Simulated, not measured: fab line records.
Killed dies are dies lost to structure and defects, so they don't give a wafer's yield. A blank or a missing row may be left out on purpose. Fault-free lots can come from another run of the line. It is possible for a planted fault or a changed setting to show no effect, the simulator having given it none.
What tool caused it?	flow sky130	72 wafers from 24 lots sampled at 5 of the route's 708 steps

## WHAT EACH GAUGE READ, for each wafer
SKY_VIA1_BOW_MEAS_03.
lot	measured	on	VIA1_BOW (um)
L074	day 33 09:46	film-metro-02	80 95 86
L075	day 34 04:34	film-metro-03	80 90 86
L077	day 34 06:38	film-metro-04	67 92 84
L076	day 34 09:50	film-metro-04	89 83 76
L079	day 34 22:01	film-metro-04	73 84 95
L080	day 35 01:29	film-metro-02	86 84 77
L078	day 35 04:11	film-metro-03	73 83 81
L081	day 35 10:10	film-metro-02	76 88 75
L082	day 35 14:28	film-metro-02	75 79 88
L083	day 36 06:41	film-metro-03	75 86 81
L084	day 36 12:28	film-metro-04	83 80 89
L085	day 36 21:14	film-metro-03	84 79 79
L087	day 36 22:34	film-metro-03	75 64 72
L086	day 37 00:04	film-metro-04	83 75 88
L088	day 37 19:26	film-metro-02	73 79 83
L089	day 37 23:33	film-metro-04	77 83 70
L090	day 38 09:32	film-metro-04	70 91 83
L091	day 38 10:04	film-metro-03	80 79 89
L092	day 38 22:26	film-metro-04	70 70 72
L093	day 39 01:34	film-metro-03	74 75 87
L094	day 39 06:58	film-metro-04	88 97 92
L095	day 39 09:28	film-metro-03	82 75 72
L096	day 39 21:15	film-metro-03	78 76 78
L097	day 40 01:43	film-metro-02	80 76 70

SKY_METAL2_CD_MEAS_15: target cd 140 nm.
lot	measured	on	cd-nm (nm)
L074	day 35 15:38	cd-sem-02	139.3 138.9 138.2
L075	day 36 10:51	cd-sem-01	138.7 136.5 136.3
L077	day 36 12:41	cd-sem-02	140.0 139.4 139.2
L076	day 36 15:35	cd-sem-01	139.5 137.2 138.7
L079	day 37 03:44	cd-sem-02	140.2 139.3 139.7
L080	day 37 08:28	cd-sem-02	138.6 138.7 139.3
L078	day 37 11:05	cd-sem-01	138.9 138.7 139.5
L081	day 37 16:04	cd-sem-01	136.0 136.6 136.9
L082	day 37 20:53	cd-sem-02	141.9 140.4 139.5
L083	day 38 12:27	cd-sem-01	139.0 141.2 139.9
L084	day 38 16:44	cd-sem-01	138.7 138.1 137.9
L085	day 39 01:36	cd-sem-02	141.4 141.0 141.5
L087	day 39 03:44	cd-sem-02	138.4 139.1 137.9
L086	day 39 04:53	cd-sem-01	140.8 139.9 142.0
L088	day 39 23:43	cd-sem-01	140.8 141.1 141.6
L089	day 40 03:19	cd-sem-01	138.3 139.8 139.0
L090	day 40 12:04	cd-sem-01	139.6 139.1 140.2
L091	day 40 13:55	cd-sem-02	140.7 140.9 141.0
L092	day 41 01:24	cd-sem-02	140.0 141.6 140.9
L093	day 41 04:01	cd-sem-01	138.8 139.7 139.8
L094	day 41 09:17	cd-sem-01	140.3 140.0 140.3
L095	day 41 11:11	cd-sem-02	141.7 141.0 139.8
L096	day 41 22:53	cd-sem-01	141.2 142.3 141.4
L097	day 42 02:55	cd-sem-01	139.6 140.5 140.3

## WHICH TOOL RAN EACH LOT (tool, then ch and the chambers of the sampled wafers, then the start)
lot	SKY_SD_P_STRIP_10	SKY_CONTACT_CVD_00	SKY_METAL1_STRIP_20
L074	plasma-asher-01 ch 0,1, day 26 01:41	pecvd-01 ch 0,1, day 30 23:26	plasma-asher-02 ch 0,1, day 33 08:40
L075	plasma-asher-04 ch 0,1, day 26 23:17	pecvd-03 ch 0,1, day 31 18:49	plasma-asher-03 ch 0,1, day 34 03:22
L077	plasma-asher-04 ch 0,1, day 27 01:25	pecvd-01 ch 0,1,2, day 31 21:03	plasma-asher-03 ch 0,1, day 34 05:29
L076	plasma-asher-04 ch 0,1, day 27 01:37	pecvd-03 ch 0,2, day 31 23:59	plasma-asher-02 ch 0,1, day 34 08:25
L079	plasma-asher-03 ch 0,1, day 27 16:17	pecvd-01 ch 1,2, day 32 13:59	plasma-asher-02 ch 0,1, day 34 20:55
L080	plasma-asher-03 ch 0,1, day 27 19:53	pecvd-03 ch 0,1, day 32 16:24	plasma-asher-03 ch 0,1, day 35 00:24
L078	plasma-asher-01 ch 0,1, day 28 01:25	pecvd-01 ch 0,2, day 32 20:10	plasma-asher-03 ch 0,1, day 35 02:58
L081	plasma-asher-04 ch 0,1, day 28 06:48	pecvd-04 ch 0,1, day 33 01:36	plasma-asher-03 ch 0,1, day 35 09:04
L082	plasma-asher-04 ch 0,1, day 28 09:40	pecvd-01 ch 0,2, day 33 05:38	plasma-asher-01 ch 0,1, day 35 13:23
L083	plasma-asher-04 ch 0,1, day 29 03:37	pecvd-04 ch 0,1,2, day 33 21:28	plasma-asher-02 ch 0,1, day 36 05:37
L084	plasma-asher-01 ch 0,1, day 29 10:53	pecvd-01 ch 0,1, day 34 04:42	plasma-asher-01 ch 0,1, day 36 11:24
L085	plasma-asher-04 ch 0,1, day 29 18:11	pecvd-01 ch 0,1, day 34 13:10	plasma-asher-01 ch 0,1, day 36 20:07
L087	plasma-asher-03 ch 0,1, day 29 21:28	pecvd-03 ch 1,2, day 34 14:23	plasma-asher-02 ch 0, day 36 21:29
L086	plasma-asher-03 ch 0,1, day 29 23:46	pecvd-01 ch 0,1,2, day 34 15:39	plasma-asher-03 ch 0,1, day 36 22:58
L088	plasma-asher-01 ch 0,1, day 30 19:11	pecvd-01 ch 0,1,2, day 35 10:35	plasma-asher-02 ch 0,1, day 37 18:21
L089	plasma-asher-01 ch 0,1, day 31 00:07	pecvd-04 ch 0,2, day 35 14:50	plasma-asher-02 ch 0,1, day 37 22:29
L090	plasma-asher-01 ch 0,1, day 31 10:59	pecvd-04 ch 2, day 36 02:01	plasma-asher-03 ch 1, day 38 08:26
L091	plasma-asher-04 ch 0,1, day 31 11:16	pecvd-03 ch 0,1,2, day 36 02:15	plasma-asher-01 ch 0,1, day 38 08:57
L092	plasma-asher-03 ch 0,1, day 31 23:02	pecvd-04 ch 0,1,2, day 36 14:03	plasma-asher-03 ch 0,1, day 38 21:19
L093	plasma-asher-01 ch 0,1, day 32 03:41	pecvd-03 ch 1,2, day 36 18:00	plasma-asher-01 ch 0,1, day 39 00:04
L094	plasma-asher-03 ch 0, day 32 11:53	pecvd-01 ch 1,2, day 37 00:33	plasma-asher-02 ch 0,1, day 39 05:48
L095	plasma-asher-01 ch 0,1, day 32 14:55	pecvd-04 ch 0,2, day 37 02:59	plasma-asher-01 ch 0,1, day 39 08:19
L096	plasma-asher-04 ch 0,1, day 33 03:26	pecvd-04 ch 0,1, day 37 15:43	plasma-asher-03 ch 0,1, day 39 19:50
L097	plasma-asher-03 ch 0,1, day 33 05:34	pecvd-03 ch 0,1,2, day 37 19:45	plasma-asher-02 ch 0,1, day 40 00:39
- SKY_SD_P_STRIP_10: strips in O2/N2.
- SKY_CONTACT_CVD_00: deposits Si3N4, target thk 75 nm.
- SKY_METAL1_STRIP_20: strips in O2/N2.

## WHAT THE TOOLS THEMSELVES READ (means of the sampled wafers that have a number; where no wafer has one, the mark that the record gives instead)
SKY_SD_P_STRIP_10.
lot	tool	drypump-motor-current-A (A)	oes-product-au (a.u.)	strip-time-to-endpoint-s (s)
L074	plasma-asher-01	6.2	0.614	17.54
L075	plasma-asher-04	5.5	0.615	17.49
L077	plasma-asher-04	5.5	0.612	17.55
L076	plasma-asher-04	5.7	0.620	17.52
L079	plasma-asher-03	5.6	0.614	17.52
L080	plasma-asher-03	5.6	0.625	17.44
L078	plasma-asher-01	6.2	0.617	17.54
L081	plasma-asher-04	5.5	0.616	17.53
L082	plasma-asher-04	5.5	0.617	17.57
L083	plasma-asher-04	5.7	0.615	17.55
L084	plasma-asher-01	6.2	0.615	17.48
L085	plasma-asher-04	5.6	0.623	17.48
L087	plasma-asher-03	5.6	0.615	17.49
L086	plasma-asher-03	5.6	0.617	17.46
L088	plasma-asher-01	6.2	0.616	17.49
L089	plasma-asher-01	6.2	0.622	17.45
L090	plasma-asher-01	6.2	0.618	17.53
L091	plasma-asher-04	5.5	0.623	17.57
L092	plasma-asher-03	5.6	0.613	17.58
L093	plasma-asher-01	6.2	0.621	17.47
L094	plasma-asher-03	6.2	0.616	17.51
L095	plasma-asher-01	6.2	0.616	17.51
L096	plasma-asher-04	5.7	0.619	17.58
L097	plasma-asher-03	5.6	0.620	17.58

SKY_CONTACT_CVD_00.
lot	tool	heater-power-w (W)
L074	pecvd-01	585
L075	pecvd-03	706
L077	pecvd-01	664
L076	pecvd-03	652
L079	pecvd-01	709
L080	pecvd-03	781
L078	pecvd-01	667
L081	pecvd-04	682
L082	pecvd-01	634
L083	pecvd-04	757
L084	pecvd-01	636
L085	pecvd-01	623
L087	pecvd-03	712
L086	pecvd-01	660
L088	pecvd-01	652
L089	pecvd-04	755
L090	pecvd-04	622
L091	pecvd-03	748
L092	pecvd-04	680
L093	pecvd-03	727
L094	pecvd-01	705
L095	pecvd-04	699
L096	pecvd-04	714
L097	pecvd-03	730

SKY_METAL1_STRIP_20.
lot	tool	drypump-motor-current-A (A)	oes-product-au (a.u.)	strip-time-to-endpoint-s (s)
L074	plasma-asher-02	5.3	0.345	2.71
L075	plasma-asher-03	5.6	0.337	2.63
L077	plasma-asher-03	5.6	0.342	2.66
L076	plasma-asher-02	5.2	0.338	2.68
L079	plasma-asher-02	5.0	0.334	2.64
L080	plasma-asher-03	5.9	0.343	2.71
L078	plasma-asher-03	5.6	0.343	2.65
L081	plasma-asher-03	5.6	0.341	2.66
L082	plasma-asher-01	6.2	0.343	2.66
L083	plasma-asher-02	4.9	0.344	2.68
L084	plasma-asher-01	6.2	0.343	2.65
L085	plasma-asher-01	6.2	0.340	2.62
L087	plasma-asher-02	5.5	0.342	2.65
L086	plasma-asher-03	5.9	0.343	2.66
L088	plasma-asher-02	5.2	0.340	2.61
L089	plasma-asher-02	5.3	0.342	2.68
L090	plasma-asher-03	5.3	0.344	2.66
L091	plasma-asher-01	6.2	0.338	2.65
L092	plasma-asher-03	5.6	0.337	2.66
L093	plasma-asher-01	6.2	0.343	2.60
L094	plasma-asher-02	5.0	0.342	2.68
L095	plasma-asher-01	6.2	0.333	2.58
L096	plasma-asher-03	5.9	0.345	2.68
L097	plasma-asher-02	5.0	0.342	2.64

## THE ANSWER, worked out from the rows above alone
Rule: usual is defined by the lots themselves. Put in order of their means at a reading, lots are off if they are a third of the lots or fewer, leave a main group of 4 or more, and stand apart from it by a gap of 3 or more times the standard deviation of the main group's means; of several such gaps the widest counts. A main group is skipped when, at the precision printed for the reading in the tables above, its means are all equal. A lot without any number at a reading at which 4 lots or more have one is off too. Where the step has rows for the other lots, those lots are counted as sound. The gauges are gone through in route order, then the tools' own readings, and for those a lot's mean is taken as printed above. At the first step where some lot is off, the reading lying furthest off is the one used; lots without a number count as furthest.
Nothing can be told from this: no lot is off at any reading shown.

## WHAT THE SIMULATOR HAD PUT IN
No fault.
